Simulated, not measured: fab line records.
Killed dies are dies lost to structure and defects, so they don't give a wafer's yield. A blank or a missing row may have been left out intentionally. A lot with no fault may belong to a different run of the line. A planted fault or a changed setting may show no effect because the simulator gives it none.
fab line records	flow sky130
[record] lots = 6	wafers = 18	last-day = 50
route steps=708 shown LDD_HVP@285 LDD_LDN@289 PAD_OPEN@708
lots with no fault: from the same line, run without faults
start-h: start of the lot's first displayed wafer, in hours after the record's first day	wait-h: how many hours have passed since the lot's step before this one	" as in the row above	L1.1+2: one row covering several wafers at once	- no value, or no start was given	* or withheld: withheld	< > ~ a bound
route shown NAME@n: names a module that has steps shown in the file, with the first one's number in the route	usual: mean and standard deviation over wafers with no fault	same: alike in all rows	chamber/n: place in a boat	sites: per-site readings	_std_site: standard deviation of those values	_edge_site: the outer-site mean with the inner-site mean subtracted	radius-mm: how far each site lies from the wafer's centre	mask NAME#n: copy n	behind: the tool/chamber that last shaped the wafer	hold: cause of the lot's hold/its duration in hours/its outcome	device: the n, p or np transistor that did not switch	end of line: the same wafers' tests at the end of the route	a step given without rows: its recipe and nothing more	killed: dies lost to structure and defects at the first sort, not the wafer's yield	map: per-die view of a wafer (x killed, . not killed, _ where there is no die)
set.NAME: the setting as run; set.NAME@STEP: as run at that earlier step	model.NAME: the simulator's own value behind a step, which no gauge read
lots seen at some steps along the route; tables by step, rows by wafer
services: from which hour (start-h, from the record's first day; less than 0 if before it) a tool's chamber was out of use, for how many hours, and why
[[steps]]
[step SKY_LDD_HVP_OVL_MEAS_07]
[usual] LDD_HVP_OVL = -0.3/1.4
lot.wafer	tool	chamber	start-h	wait-h	LDD_HVP_OVL[nm]
L174.1	overlay-01	-	559.51	0.1	-3.7
L174.2	"	-	"	"	-1.9
L174.5	"	-	"	"	-2.7
L181.1	overlay-01	-	605.41	0.1	-1.4
L181.2	"	-	"	"	-2.1
L181.5	"	-	"	"	-0.9
L182.1	overlay-01	-	613.41	0.1	-3.0
L182.4	"	-	"	"	-3.1
L182.6	"	-	"	"	-1.9
L183.1	overlay-01	-	618.91	0.1	-1.6
L183.5	"	-	"	"	-2.4
L183.6	"	-	"	"	-0.8
L187.1	overlay-02	-	650.76	0.1	1.0
L187.4	"	-	"	"	1.0
L187.5	"	-	"	"	-0.5
L190.1	overlay-01	-	675.21	0.1	0.1
L190.2	"	-	"	"	-2.1
L190.3	"	-	"	"	0.3
[step SKY_LDD_HVP_IMPLANT_08]
[recipe] species = B	energy-kev = 20	dose-cm2 = 1.7e+13	tilt-deg = 17.9
[step SKY_LDD_HVP_STRIP_09]
[recipe] chemistry = O2/N2	power-w = 1400	pressure-mtorr = 1500	platen-temp-c = withheld	o2-flow-sccm = 3000	n2-flow-sccm = 300	overash-fraction = 0.5
[usual] drypump-motor-current-A = 5.8/0.38	oes-product-au = 0.408/0.0043	strip-time-to-endpoint-s = 4.135/0.014
[same] overash-fraction = 0.5
lot.wafer	tool	chamber	start-h	wait-h	drypump-motor-current-A	oes-product-au	rf-hours-counter-h	strip-time-to-endpoint-s
L174.1	plasma-asher-03	0	559.69	0.1	6.3	0.403	45	4.131
L174.2	"	1	"	"	5.9	0.408	45	4.140
L174.5	"	0	"	"	6.3	0.401	-	4.130
L181.1	plasma-asher-03	0	605.59	0.1	6.4	0.407	49	4.137
L181.2	"	1	"	"	5.9	0.407	49	4.148
L181.5	"	1	"	"	5.9	0.404	-	4.127
L182.1	plasma-asher-04	0	613.59	0.1	6.0	0.411	80	4.135
L182.4	"	1	"	"	5.6	0.408	-	4.107
L182.6	"	0	"	"	6.0	0.400	-	4.107
L183.1	plasma-asher-04	1	619.09	0.1	5.6	0.406	81	4.143
L183.5	"	1	"	"	5.7	0.411	-	4.137
L183.6	"	0	"	"	5.9	0.416	-	4.126
L187.1	plasma-asher-04	1	650.94	0.1	5.6	0.407	85	4.160
L187.4	"	1	"	"	5.6	0.414	-	4.151
L187.5	"	0	"	"	5.9	0.408	-	4.169
L190.1	plasma-asher-04	1	675.39	0.1	5.6	0.398	88	4.112
L190.2	"	0	"	"	6.0	0.402	88	4.109
L190.3	"	0	"	"	5.9	0.400	-	4.133
[step SKY_LDD_HVP_TW_MEAS_10]
[usual] LDD_HVP_TW = 453/3.1
lot.wafer	tool	chamber	start-h	wait-h	LDD_HVP_TW
L174.1	film-metro-02	-	559.79	0.1	456
L174.2	"	-	"	"	457
L174.5	"	-	"	"	455
L181.1	film-metro-02	-	605.69	0.1	454
L181.2	"	-	"	"	455
L181.5	"	-	"	"	454
L182.1	film-metro-03	-	613.69	0.1	448
L182.4	"	-	"	"	451
L182.6	"	-	"	"	452
L183.1	film-metro-02	-	619.19	0.1	456
L183.5	"	-	"	"	457
L183.6	"	-	"	"	455
L187.1	film-metro-02	-	651.04	0.1	455
L187.4	"	-	"	"	457
L187.5	"	-	"	"	458
L190.1	film-metro-03	-	675.49	0.1	449
L190.2	"	-	"	"	449
L190.3	"	-	"	"	447
[step SKY_LDD_LDN_DEHYDRATE_00]
[recipe] temp-c = 200	time-s = 60
[step SKY_LDD_LDN_HMDS_01]
[recipe] prime-time-s = 60	prime-temp-c = 120
[step SKY_LDD_LDN_COAT_02]
[recipe] resist = NOVOLAK	spin-rpm = 3000	resist-thk-nm = 1140
[step SKY_LDD_LDN_SOFTBAKE_03]
[recipe] temp-c = 90	time-s = 60	resist = NOVOLAK
[step SKY_LDD_LDN_EXPOSE_04]
[recipe] mask-id = LDNTM	na = 0.6	source-shape = conventional	sigma-outer = 0.6	polarization = unpolarized	target-cd-nm = 700	dose-mj = 140
[step SKY_LDD_LDN_PEB_05]
[recipe] temp-c = withheld	time-s = *	resist = NOVOLAK
[step SKY_LDD_LDN_DEVELOP_06]
[recipe] resist = NOVOLAK	developer = TMAH	develop-time-s = 60	dev-temp-c = 23
[step SKY_LDD_LDN_OVL_MEAS_07]
[usual] LDD_LDN_OVL = 0.1/1.5
lot.wafer	tool	chamber	start-h	wait-h	LDD_LDN_OVL[nm]
L174.1	overlay-01	-	589.11	0.1	1.4
L174.2	"	-	"	"	-0.7
L174.5	"	-	"	"	-2.8
L181.1	overlay-02	-	634.46	0.1	1.4
L181.2	"	-	"	"	2.2
L181.5	"	-	"	"	1.2
L182.1	overlay-01	-	641.84	0.1	-0.5
L182.4	"	-	"	"	1.8
L182.6	"	-	"	"	0.2
L183.1	overlay-01	-	647.51	0.1	0.3
L183.5	"	-	"	"	1.2
L183.6	"	-	"	"	1.6
L187.1	overlay-01	-	679.66	0.1	0.6
L187.4	"	-	"	"	-0.7
L187.5	"	-	"	"	-1.2
L190.1	overlay-01	-	704.14	0.1	-4.4
L190.2	"	-	"	"	-1.1
L190.3	"	-	"	"	-0.4
[step SKY_LDD_LDN_IMPLANT_08]
[recipe] species = As	energy-kev = 15	dose-cm2 = 1.25e+13	tilt-deg = withheld	rotation-deg = 23
[usual] beam-energy-keV = 15.001/0.005	dose-ions-cm2 = 1.2499e+13/1.4e+10	faraday-current-uA = 70.4/1.5
[same] implant-ion-amu = 75
lot.wafer	tool	chamber	start-h	wait-h	beam-energy-keV	dose-ions-cm2	faraday-current-uA
L174.1	implanter-01	0	589.23	0.1	14.993	1.2512e+13	72.1
L174.2	"	0	"	"	14.993	1.2504e+13	68.4
L174.5	"	0	"	"	14.990	1.2497e+13	70.0
L181.1	implanter-04	0	634.49	0.0	15.001	1.279e+12	6.9
L181.2	"	0	"	"	15.003	1.291e+12	7.1
L181.5	"	0	"	"	15.007	1.255e+12	6.9
L182.1	implanter-04	0	641.88	0.0	14.996	1.263e+12	7.1
L182.4	"	0	"	"	14.998	1.251e+12	7.0
L182.6	"	0	"	"	15.006	1.243e+12	7.1
L183.1	implanter-02	0	647.54	0.0	15.004	1.2514e+13	71.1
L183.5	"	0	"	"	14.997	1.2521e+13	71.5
L183.6	"	0	"	"	15.000	1.2511e+13	69.9
L187.1	implanter-02	0	679.69	0.0	14.999	1.2509e+13	67.0
L187.4	"	0	"	"	15.004	1.2511e+13	71.6
L187.5	"	0	"	"	15.008	1.2507e+13	69.8
L190.1	implanter-04	0	704.18	0.0	14.999	1.2521e+13	69.1
L190.2	"	0	"	"	15.007	1.252e+13	71.4
L190.3	"	0	"	"	15.002	1.251e+13	69.7
[step SKY_LDD_LDN_IMPLANT_09]
[recipe] species = As	energy-kev = 15	dose-cm2 = 1.25e+13	tilt-deg = withheld	rotation-deg = 113
[step SKY_LDD_LDN_IMPLANT_10]
[recipe] species = As	energy-kev = 15	dose-cm2 = 1.25e+13	tilt-deg = withheld	rotation-deg = 203
[step SKY_LDD_LDN_IMPLANT_11]
[recipe] species = As	energy-kev = 15	dose-cm2 = 1.25e+13	tilt-deg = withheld	rotation-deg = 293
[step SKY_LDD_LDN_STRIP_12]
[recipe] chemistry = O2/N2	power-w = 1400	pressure-mtorr = 1500	platen-temp-c = withheld	o2-flow-sccm = 3000	n2-flow-sccm = 300	overash-fraction = 0.5
[usual] drypump-motor-current-A = 5.9/0.55	oes-product-au = 0.715/0.0045	strip-time-to-endpoint-s = 14.18/0.036
[same] overash-fraction = 0.5
lot.wafer	tool	chamber	start-h	wait-h	drypump-motor-current-A	oes-product-au	rf-hours-counter-h	strip-time-to-endpoint-s
L174.1	plasma-asher-01	0	589.83	0.1	5.6	0.717	86	14.12
L174.2	"	1	"	"	6.7	0.712	86	14.15
L174.5	"	0	"	"	5.6	0.716	-	14.17
L181.1	plasma-asher-01	0	635.09	0.1	5.6	0.719	89	14.18
L181.2	"	1	"	"	6.7	0.712	89	14.17
L181.5	"	0	"	"	5.6	0.721	-	14.20
L182.1	plasma-asher-01	1	642.48	0.1	6.7	0.708	90	14.19
L182.4	"	1	"	"	6.7	0.710	-	14.18
L182.6	"	1	"	"	6.7	0.721	-	14.21
L183.1	plasma-asher-01	1	648.14	0.1	6.7	0.712	90	14.21
L183.5	"	1	"	"	6.7	0.714	-	14.16
L183.6	"	0	"	"	5.6	0.716	-	14.16
L187.1	plasma-asher-01	0	680.29	0.1	5.6	0.718	94	14.21
L187.4	"	0	"	"	5.6	0.723	-	14.24
L187.5	"	0	"	"	5.5	0.716	-	14.19
L190.1	plasma-asher-01	1	704.78	0.1	6.7	0.711	97	14.16
L190.2	"	0	"	"	5.6	0.715	97	14.19
L190.3	"	1	"	"	6.7	0.717	-	14.16
[step SKY_LDD_LDN_TW_MEAS_13]
[usual] LDD_LDN_TW = 1470/8.2
lot.wafer	tool	chamber	start-h	wait-h	hold	LDD_LDN_TW
L174.1	film-metro-04	-	589.93	0.1	-	1469
L174.2	"	-	"	"	-	1467
L174.5	"	-	"	"	-	1471
L181.1	film-metro-01	-	635.19	0.1	await-dispo/0.2h/release	1359
L181.2	"	-	"	"	await-dispo/0.2h/release	1353
L181.5	"	-	"	"	await-dispo/0.2h/release	1355
L181.1	film-metro-01	-	635.42	0.2	-	1355
L181.2	"	-	"	"	-	1357
L181.5	"	-	"	"	-	1359
L182.1	film-metro-02	-	642.58	0.1	await-dispo/0.2h/release	1369
L182.4	"	-	"	"	await-dispo/0.2h/release	1359
L182.6	"	-	"	"	await-dispo/0.2h/release	1380
L182.1	film-metro-02	-	642.81	0.2	-	1372
L182.4	"	-	"	"	-	1370
L182.6	"	-	"	"	-	1369
L183.1	film-metro-01	-	648.24	0.1	-	1470
L183.5	"	-	"	"	-	1465
L183.6	"	-	"	"	-	1474
L187.1	film-metro-04	-	680.39	0.1	-	1456
L187.4	"	-	"	"	-	1455
L187.5	"	-	"	"	-	1454
L190.1	film-metro-04	-	704.88	0.1	-	1475
L190.2	"	-	"	"	-	1468
L190.3	"	-	"	"	-	1471
[step SKY_PAD_OPEN_PROBE_99]
[usual] killed_at_M0_to_M3 = 42/6.8	killed_at_M4_up = 3.4/1.8	killed-at-contacts = 25/5.7	killed-at-front-end = 16/4.8	killed-at-other = 0.2/0.39	killed-dies = 87/9.6	killed-on-rim = 17/3.9	killed-open = 47/6.9	killed-short = 40/6.3
[same] gross-dies = 492	killed-at-back-side = 0
lot.wafer	tool	chamber	start-h	wait-h	killed_at_M0_to_M3	killed_at_M4_up	killed-at-contacts	killed-at-front-end	killed-at-other	killed-dies	killed-on-rim	killed-open	killed-short	model.etest.tip-sonos.rs-ohm-sq
L174.1	prober-01	-	1122.23	0.1	36	3	35	13	0	87	21	51	36	2716
L174.2	prober-01	-	1122.28	0.1	45	4	23	9	0	81	10	51	30	2734
L174.5	prober-01	-	1122.43	0.2	37	5	27	14	0	83	19	36	47	2719
L181.1	prober-02	-	1150.43	0.1	40	2	32	17	0	91	16	56	35	3101
L181.2	prober-02	-	1150.48	0.1	39	1	31	11	1	83	12	47	36	3147
L181.5	prober-02	-	1150.63	0.2	47	2	25	15	0	89	23	46	43	3126
L182.1	prober-01	-	1154.71	0.1	56	3	27	15	0	101	23	50	51	2924
L182.4	prober-01	-	1154.86	0.2	38	5	34	20	0	97	25	56	41	2943
L182.6	prober-01	-	1154.96	0.2	53	4	20	18	0	95	17	51	44	2957
L183.1	prober-02	-	1159.63	0.1	54	2	20	18	1	95	21	45	50	2654
L183.5	prober-02	-	1159.83	0.2	44	3	17	20	0	84	8	49	35	2692
L183.6	prober-02	-	1159.88	0.2	37	3	18	27	0	85	18	43	42	2728
L187.1	prober-02	-	1179.01	0.1	40	1	15	18	0	74	14	43	31	2560
L187.4	prober-02	-	1179.16	0.2	50	3	32	15	1	101	18	59	42	2580
L187.5	prober-02	-	1179.21	0.2	31	9	29	17	0	86	20	40	44	2542
L190.1	prober-01	-	1190.62	0.1	40	3	26	4	0	73	22	48	25	2702
L190.2	prober-01	-	1190.67	0.1	34	1	27	12	0	74	15	44	30	2646
L190.3	prober-01	-	1190.72	0.2	42	1	21	16	0	80	19	44	36	2690
// killed by level:class
L174.1 CONTACT:geometric-particle:open=13 VIA1:geometric-particle:short=7 VIA1:geometric-particle:open=7 LI_CONTACT:geometric-particle:open=7 VIA3:geometric-particle:open=6 POLY_GATE:geometric-particle:open=5 LOCAL_INTERCONNECT:geometric-particle:short=5 LOCAL_INTERCONNECT:geometric-particle:open=5
L174.2 VIA1:geometric-particle:open=13 CONTACT:geometric-particle:open=9 VIA3:geometric-particle:open=9 LI_CONTACT:geometric-particle:open=8 METAL2:geometric-particle:short=5 METAL1:geometric-particle:short=5 VIA2:geometric-particle:open=4 VIA3:geometric-particle:short=4
L174.5 LOCAL_INTERCONNECT:geometric-particle:short=7 VIA1:geometric-particle:open=7 CONTACT:geometric-particle:short=6 LI_CONTACT:geometric-particle:open=6 CONTACT:geometric-particle:open=5 VIA3:geometric-particle:open=5 POLY_GATE:geometric-particle:short=4 METAL1:geometric-particle:short=4
L181.1 CONTACT:geometric-particle:open=15 VIA3:geometric-particle:open=8 VIA2:geometric-particle:open=7 LI_CONTACT:geometric-particle:open=6 VIA1:geometric-particle:open=6 POLY_GATE:geometric-particle:open=5 CONTACT:geometric-particle:short=5 FIELD_ISO:geometric-particle:open=4
L181.2 LI_CONTACT:geometric-particle:open=9 CONTACT:geometric-particle:open=9 VIA2:geometric-particle:open=8 VIA1:geometric-particle:open=8 CONTACT:geometric-particle:short=6 VIA3:geometric-particle:open=6 LOCAL_INTERCONNECT:geometric-particle:short=5 VIA1:geometric-particle:short=5
L181.5 VIA1:geometric-particle:open=10 LI_CONTACT:geometric-particle:open=10 VIA2:geometric-particle:open=8 FIELD_ISO:geometric-particle:open=5 METAL1:geometric-particle:short=5 VIA1:geometric-particle:short=5 METAL2:geometric-particle:short=5 METAL3:geometric-particle:short=5
L182.1 VIA1:geometric-particle:open=15 CONTACT:geometric-particle:open=10 LI_CONTACT:geometric-particle:open=8 VIA1:geometric-particle:short=8 METAL2:geometric-particle:short=8 VIA2:geometric-particle:open=6 METAL1:geometric-particle:short=6 VIA2:geometric-particle:short=5
L182.4 CONTACT:geometric-particle:open=14 LI_CONTACT:geometric-particle:open=11 FIELD_ISO:geometric-particle:open=8 VIA1:geometric-particle:open=7 METAL4:geometric-particle:short=5 METAL1:geometric-particle:short=5 VIA2:geometric-particle:open=5 FIELD_ISO:geometric-particle:short=4
L182.6 VIA1:geometric-particle:open=12 CONTACT:geometric-particle:open=8 METAL1:geometric-particle:short=8 METAL2:geometric-particle:short=6 VIA2:geometric-particle:open=6 VIA3:geometric-particle:open=6 LI_CONTACT:geometric-particle:open=5 VIA1:geometric-particle:short=5
L183.1 VIA1:geometric-particle:open=14 METAL2:geometric-particle:short=11 CONTACT:geometric-particle:open=9 METAL1:geometric-particle:short=8 FIELD_ISO:geometric-particle:short=5 VIA3:geometric-particle:short=5 SPACER:geometric-particle:short=4 LI_CONTACT:geometric-particle:short=4
L183.5 VIA1:geometric-particle:open=14 VIA3:geometric-particle:open=7 FIELD_ISO:geometric-particle:short=6 VIA2:geometric-particle:open=6 FIELD_ISO:geometric-particle:open=4 POLY_GATE:geometric-particle:short=4 SPACER:geometric-particle:open=4 LI_CONTACT:geometric-particle:open=4
L183.6 POLY_GATE:geometric-particle:short=10 CONTACT:geometric-particle:open=8 METAL1:geometric-particle:short=8 VIA1:geometric-particle:open=8 VIA3:geometric-particle:short=6 VIA2:geometric-particle:open=6 VIA1:geometric-particle:short=5 FIELD_ISO:geometric-particle:open=4
L187.1 VIA2:geometric-particle:open=9 VIA1:geometric-particle:open=8 POLY_GATE:geometric-particle:short=6 CONTACT:geometric-particle:open=6 VIA3:geometric-particle:open=5 CONTACT:geometric-particle:short=4 VIA1:geometric-particle:short=4 METAL2:geometric-particle:open=4
L187.4 LI_CONTACT:geometric-particle:open=11 CONTACT:geometric-particle:open=11 METAL1:geometric-particle:short=11 VIA3:geometric-particle:open=8 VIA1:geometric-particle:open=8 VIA2:geometric-particle:open=7 METAL2:geometric-particle:short=5 FIELD_ISO:geometric-particle:short=4
L187.5 CONTACT:geometric-particle:open=11 VIA1:geometric-particle:short=10 LI_CONTACT:geometric-particle:open=7 FIELD_ISO:geometric-particle:short=6 POLY_GATE:geometric-particle:open=4 VIA1:geometric-particle:open=4 LOCAL_INTERCONNECT:geometric-particle:short=4 METAL1:geometric-particle:short=4
L190.1 CONTACT:geometric-particle:open=10 VIA1:geometric-particle:open=10 VIA3:geometric-particle:open=8 VIA2:geometric-particle:open=6 METAL2:geometric-particle:short=5 LI_CONTACT:geometric-particle:open=4 LOCAL_INTERCONNECT:geometric-particle:short=4 LI_CONTACT:geometric-particle:short=3
L190.2 CONTACT:geometric-particle:open=10 VIA3:geometric-particle:open=8 LI_CONTACT:geometric-particle:open=6 VIA1:geometric-particle:open=5 CONTACT:geometric-particle:short=5 VIA2:geometric-particle:short=5 VIA2:geometric-particle:open=5 LOCAL_INTERCONNECT:geometric-particle:short=4
L190.3 METAL1:geometric-particle:short=9 VIA1:geometric-particle:open=8 CONTACT:geometric-particle:open=6 LI_CONTACT:geometric-particle:open=5 METAL2:geometric-particle:short=5 VIA1:geometric-particle:short=5 VIA2:geometric-particle:open=5 FIELD_ISO:geometric-particle:open=4
[[services]]
tool	chamber	start-h	hours	kind
plasma-asher-03	-	543.95	0.5	repair
plasma-asher-03	-	548.65	1.4	repair
plasma-asher-01	-	563.37	4.4	repair
implanter-02	-	566.93	1.2	repair
implanter-02	-	568.18	7.5	pm
implanter-04	-	570.71	0.8	repair
plasma-asher-03	-	573.39	0.4	repair
plasma-asher-01	-	590.48	0.6	repair
plasma-asher-01	-	608.89	18.9	repair
plasma-asher-01	-	619.80	1.5	repair
plasma-asher-03	-	628.41	30.1	repair
plasma-asher-03	-	660.11	2.8	pm
implanter-04	-	663.06	2.7	pm
implanter-04	-	694.30	1.8	repair
plasma-asher-03	-	694.39	1.4	repair
plasma-asher-04	-	695.19	4.2	repair
plasma-asher-03	-	702.17	14.1	repair
plasma-asher-03	-	703.84	0.6	repair
[[key]]
[first-sign] step = SKY_LDD_LDN_IMPLANT_08	reading = dose-ions-cm2	direction = down	sigmas = 99+	usual = *	struck = *
[effect] step = SKY_LDD_LDN_IMPLANT_08	reading = faraday-current-uA	direction = down	sigmas = 44	usual = 70.4	struck = 7.0
[effect] step = SKY_LDD_LDN_TW_MEAS_13	reading = visit	direction = added
[effect] step = SKY_LDD_LDN_TW_MEAS_13	reading = LDD_LDN_TW	direction = down	sigmas = 13	usual = 1470	struck = 1362
[model-effect] step = SKY_PAD_OPEN_PROBE_99	value = etest.tip-sonos.rs-ohm-sq	without = 2630	struck = 3033
met-at SKY_LDD_LDN_IMPLANT_08
struck-wafers L181.1,L181.2,L181.5,L182.1,L182.4,L182.6
tester-left-out L181,L182
[fault] kind = process-parameter-drift	tool = implanter-04	chamber = -	onset-h = 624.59	steps = SKY_LDD_LDN_IMPLANT_08	channel = dose-cm2	offset = *	shape = step	end-h = 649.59	acts-in = *	stated = *
// tester-left-out: of these lots the tester's yield and bins aren't shown, on N5 and GAA mostly nor the transistor test; their killed dies are dies lost to structure and defects alone, not to doping, threshold or leakage, so they don't give the yield
